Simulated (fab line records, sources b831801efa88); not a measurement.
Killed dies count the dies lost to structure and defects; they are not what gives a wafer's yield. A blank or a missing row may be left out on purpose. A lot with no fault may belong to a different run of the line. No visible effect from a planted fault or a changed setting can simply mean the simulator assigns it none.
Chamber matching -- flow sky130 -- 4 sister chambers for SKY_CONTACT_CMP_27 on cmp-02
The step polishes, stops on SiO2, t overpolish 15 s, target thk 0 nm. 4 wafers are shown with their chamber, then 8 later ones without.

## WAFERS WITH THEIR CHAMBER
wafer,chamber,motor current A (A)
L216.5,2,12.2
L223.3,1,9.1
L223.5,3,10.9
L226.2,0,11.9

## WAFERS WITHOUT THEIR CHAMBER
wafer,motor current A (A)
L226.3,9.2
L226.5,12.7
L225.3,13.0
L225.4,12.1
L225.6,11.7
L228.4,11.1
L228.5,9.0
L228.6,12.6

## THE CHAMBER EACH PASSED THROUGH
wafer,from the rows above,in truth
L226.3,1,1
L226.5,can't be placed: 2 or 0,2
L225.3,can't be placed: 2 or 0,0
L225.4,can't be placed: 2 or 0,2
L225.6,can't be placed: 0 or 2 or 3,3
L228.4,can't be placed: 3 or 0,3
L228.5,1,1
L228.6,can't be placed: 2 or 0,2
Correct placement for 2 of the 8. From these rows, 6 cannot be placed; in 6 the true chamber is one of the candidates. Placed wrongly: 0.
How it was worked out, from the rows above alone: a wafer's distance from a chamber is the root of the sum, over the readings, of the square of ((its reading less the chamber's mean) divided by the reading's scatter). The wafer belongs to the nearest chamber; if the next one is less than 2 further off, it can't be placed. A chamber's mean is the mean of its shown wafers. The scatter (one wafer shown for each chamber): square how far every hidden wafer sits from the nearest shown wafer, average those squares and take the square root.
